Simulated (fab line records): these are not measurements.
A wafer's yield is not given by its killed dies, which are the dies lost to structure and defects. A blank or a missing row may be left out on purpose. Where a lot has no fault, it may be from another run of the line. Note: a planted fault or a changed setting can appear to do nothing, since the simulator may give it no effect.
A lot that was struck, set against a sound lot :: flow sky130 :: 44 steps out of a route of 708
Sound: these wafers, L241.3, L241.4, L241.6. Struck: wafers L246.1, L246.5. (L246.6 of the same lot was not struck and is left out.) The cause comes at the end.
For every step that has rows: the tool of each side, followed by ch and its chambers, followed by its first start. Under that, the readings that differ: sound wafers :: struck wafers :: difference of the means :: sigmas: that difference in standard deviations of wafers without a fault.
alike: readings with means less than 2 such deviations apart, plus words and numbers identical on both sides. not compared: withheld readings, readings lacking a value on some wafer, bounds such as >300 that could conceal the same value, and numbers that have no deviation in the record and whose values overlap.
A row with sigmas, a row that says differs or no value, or rows on one side alone: a step with any of these is where the two part. Non-overlapping numbers with no deviation appear without sigmas and do not part them. A reading missing from all wafers of one side parts the sides only when that side holds two or more wafers.

SKY_METAL3_CD_MEAS_13: the cd target is 300 nm.
  sound on cdSem-02 at day 39 21:17; struck on cdSem-01 at day 40 20:48
  alike: cdNm
SKY_METAL3_OVL_MEAS_14:
  sound on overlay-02 at day 39 21:23; struck on overlay-02 at day 40 20:55
  alike: METAL3_OVL
then, 1 step without rows for these wafers: SKY_METAL3_DESCUM_15 (chemistry O2, time 8 s).
SKY_METAL3_ETCH_16: etches BARC in N2/H2, stops on SiO2, time 88.2 s, target depth 60 nm.
  sound on rieMetal-02 ch 0,1, day 39 21:28; struck on rieMetal-02 ch 1, day 40 20:59
  alike: drypumpMotorCurrentA, oesProductAu, throttleValvePct
  not compared: rfHoursCounterH
then, 7 steps without rows for these wafers: SKY_METAL3_ETCH_17 (etches SiO2 in C4F8/O2/Ar, stops on TiN, time 3.9 s, target depth 15 nm); SKY_METAL3_METAL_ETCH_18 (etches the open film in Cl2/BCl3, stops on SiO2, target depth 845 nm, time 183.1 s); SKY_METAL3_STRIP_19 (strips in O2/N2); SKY_METAL3_STRIP_20 (strips in post etch residue remover, time 1200 s); SKY_METAL3_CLEAN_21 (cleans in IPA, time 180 s); SKY_METAL3_CLEAN_22 (cleans in O3/DIW); SKY_VIA3_HDPCVD_00 (deposits SiO2, target thk 1635 nm, time 272.5 s).
SKY_VIA3_THK_MEAS_01:
  sound on filmMetro-04 at day 39 22:31; struck on filmMetro-01 at day 40 22:57
  alike: VIA3_HDPCVD_THK
SKY_VIA3_CMP_02: polishes SiO2.
  sound on cmp-02 ch 1,3, day 39 22:37; struck on cmp-02 ch 1,2, day 40 23:01
reading: model.SiO2_of_VIA3_HDPCVD_00.thkNm (nm)
sound: 464.8 464.8 465.8
struck: 877.3 875.6
difference: +411.3
sigmas: 
  alike: motorCurrentA
SKY_VIA3_BOW_MEAS_03:
  sound on filmMetro-04 at day 39 22:54; struck on filmMetro-03 at day 40 23:19
  alike: VIA3_BOW
then, 8 steps without rows for these wafers: SKY_VIA3_DEHYDRATE_04 (time 60 s); SKY_VIA3_HMDS_05 (prime time 60 s); SKY_VIA3_COAT_06 (resist thk 60 nm); SKY_VIA3_COAT_07 (resist thk 450 nm); SKY_VIA3_SOFTBAKE_08 (time 90 s); SKY_VIA3_EXPOSE_09 (exposes mask VIM3, target cd 200 nm); SKY_VIA3_PEB_10; SKY_VIA3_DEVELOP_11 (develop time 60 s).
SKY_VIA3_CD_MEAS_12: the cd target is 200 nm.
  sound on cdSem-01 at day 40 23:26; struck on cdSem-01 at day 41 23:15
  alike: cdNm
SKY_VIA3_OVL_MEAS_13:
  sound on overlay-01 at day 40 23:32; struck on overlay-01 at day 41 23:22
  alike: VIA3_OVL
SKY_VIA3_ETCH_14: etches BARC in N2/H2, stops on SiO2, time 45.9 s, target depth 60 nm.
  sound on rieDiel-03 ch 1,3, day 40 23:34; struck on rieDiel-03 ch 2,3, day 41 23:25
  alike: drypumpMotorCurrentA, oesProductAu, throttleValvePct
  not compared: rfHoursCounterH
SKY_VIA3_ETCH_15: etches SiO2 in C4F8/O2/Ar, stops on TiN, target depth 507 nm, time 78 s.
  sound on rieDiel-03 ch 1,3, day 40 23:36; struck on rieDiel-03 ch 2,3, day 41 23:27
reading: oesProductAu (a.u.)
sound: 0.940 0.950 0.950
struck: 0.988 1.003
difference: +0.049
sigmas: +11

reading: model.VIA3.featureDepthNm (nm)
sound: 464.8 464.8 465.8
struck: 495.3 509.2
difference: +37.1
sigmas: 

reading: model.etch.depthNm (nm)
sound: 464.8 464.8 465.8
struck: 495.3 509.2
difference: +37.1
sigmas: 
SKY_VIA3_STRIP_16: strips in O2/N2.
  sound on plasmaAsher-04 ch 0,1, day 40 23:41; struck on plasmaAsher-03 ch 0,1, day 41 23:31
  alike: drypumpMotorCurrentA, oesProductAu, stripTimeToEndpointS
  not compared: rfHoursCounterH
then, 4 steps without rows for these wafers: SKY_VIA3_STRIP_17 (strips in post etch residue remover, time 1200 s); SKY_VIA3_CLEAN_18 (cleans in IPA, time 180 s); SKY_VIA3_CLEAN_19 (cleans in O3/DIW); SKY_VIA3_SPUTTER_20 (material TiN, target thk 20 nm, time 80 s).
SKY_VIA3_CVD_21: deposits W, target thk 390 nm, time 117.31 s.
  sound on cvdW-02 ch 0,1, day 41 00:22; struck on cvdW-02 ch 0,1, day 42 00:10
  alike: heaterPowerW
SKY_VIA3_RS_MEAS_22: measures by four-point-probe.
  sound on filmMetro-01 at day 41 00:29; struck on filmMetro-04 at day 42 00:17
  alike: VIA3_W_RS
SKY_VIA3_THK_MEAS_23: measures by xrf.
  sound on filmMetro-01 at day 41 00:35; struck on filmMetro-04 at day 42 00:25
  alike: VIA3_W_THK
then, 2 steps without rows for these wafers: SKY_VIA3_CMP_24 (polishes, stops on SiO2, t overpolish 20 s, target thk 0 nm); SKY_METAL4_SPUTTER_00 (material Ti, target thk 15 nm, time 10 s).
SKY_METAL4_SPUTTER_01: material TiN, target thk 20 nm, time 16.7 s.
  sound on pvdSputter-01 at day 41 00:56; struck on pvdSputter-01 at day 42 00:48
  alike: throttleValvePct
then, 4 steps without rows for these wafers: SKY_METAL4_SPUTTER_02 (material AlCu, target thk 735 nm, time 39.1 s); SKY_METAL4_SPUTTER_03 (material Ti, target thk 5 nm, time 3.3 s); SKY_METAL4_SPUTTER_04 (material TiN, target thk 70 nm, time 58.3 s); SKY_CAP2M_CVD_00 (deposits SiO2, target thk 15.5 nm).
SKY_CAP2M_THK_MEAS_01:
  sound on filmMetro-03 at day 41 01:07; struck on filmMetro-03 at day 42 00:58
  alike: CAP2M_CVD_00_THK
SKY_METAL4_METAL_ETCH_18: etches the open film in Cl2/BCl3, stops on SiO2, target depth 845 nm, time 183.1 s.
  sound on rieMetal-02 ch 0,1, day 43 01:01; struck on rieMetal-01 ch 0, day 43 23:37
reading: drypumpMotorCurrentA (A)
sound: 5.5 6.3 6.4
struck: 4.9 4.9
difference: -1.2
sigmas: -2

reading: model.SiO2_of_VIA3_HDPCVD_00.thkNm (nm)
sound: 434.9 434.6 435.5
struck: 847.6 845.7
difference: +411.7
sigmas: 
  alike: oesProductAu, throttleValvePct
  not compared: rfHoursCounterH
-- the record jumps here: 4 days lie between the struck wafers' starts before and after (it left off in module METAL4 and takes up again in module PAD_OPEN, whose first step shown is number 708 of the route) --
SKY_PAD_OPEN_PROBE_99:
  sound on prober-02 at day 46 22:38; struck on prober-02 at day 47 16:55
reading: killed_at_M0_to_M3
sound: 31 50 39
struck: 59 53
difference: +16
sigmas: +2

reading: model.etest.tester.sortNPass
sound: 408 405 415
struck: 0 0
difference: -409
sigmas: 

reading: model.etest.tester.sortYieldPct (%)
sound: 82.93 82.32 84.35
struck: 0 0
difference: -83
sigmas: 

reading: model.etest.tester.sort_bin_5_pct (%)
sound: 8.943 12.2 9.146
struck: 92.36 90.05
difference: +81.11
sigmas: 

reading: model.etest.met4Comb.leakLog10AUm
sound: -11.93 -11.94 -12.04
struck: -10.96 -10.69
difference: +1.14
sigmas: 

reading: model.etest.resNdiff.open
sound: 0 0 0
struck: 1 1
difference: +1
sigmas: 

reading: model.etest.nfet_01v8_turned.open
sound: 0 0 0
struck: 1 1
difference: +1
sigmas: 

reading: model.etest.pfetG5v0d10v5.open
sound: 0 0 0
struck: 1 1
difference: +1
sigmas: 

reading: model.etest.fieldP.underFloor
sound: 0 0 0
struck: 1 1
difference: +1
sigmas: 
  alike: defectLimitedYield, killed_at_M4_up, killedAtContacts, killedAtFrontEnd, killedAtOther, killedDies, killedOpen, killedShort

== WHERE THEY PART ==
At SKY_VIA3_ETCH_15 first; at SKY_PAD_OPEN_PROBE_99 last (within this record only).

WHY: whatever the simulator had introduced
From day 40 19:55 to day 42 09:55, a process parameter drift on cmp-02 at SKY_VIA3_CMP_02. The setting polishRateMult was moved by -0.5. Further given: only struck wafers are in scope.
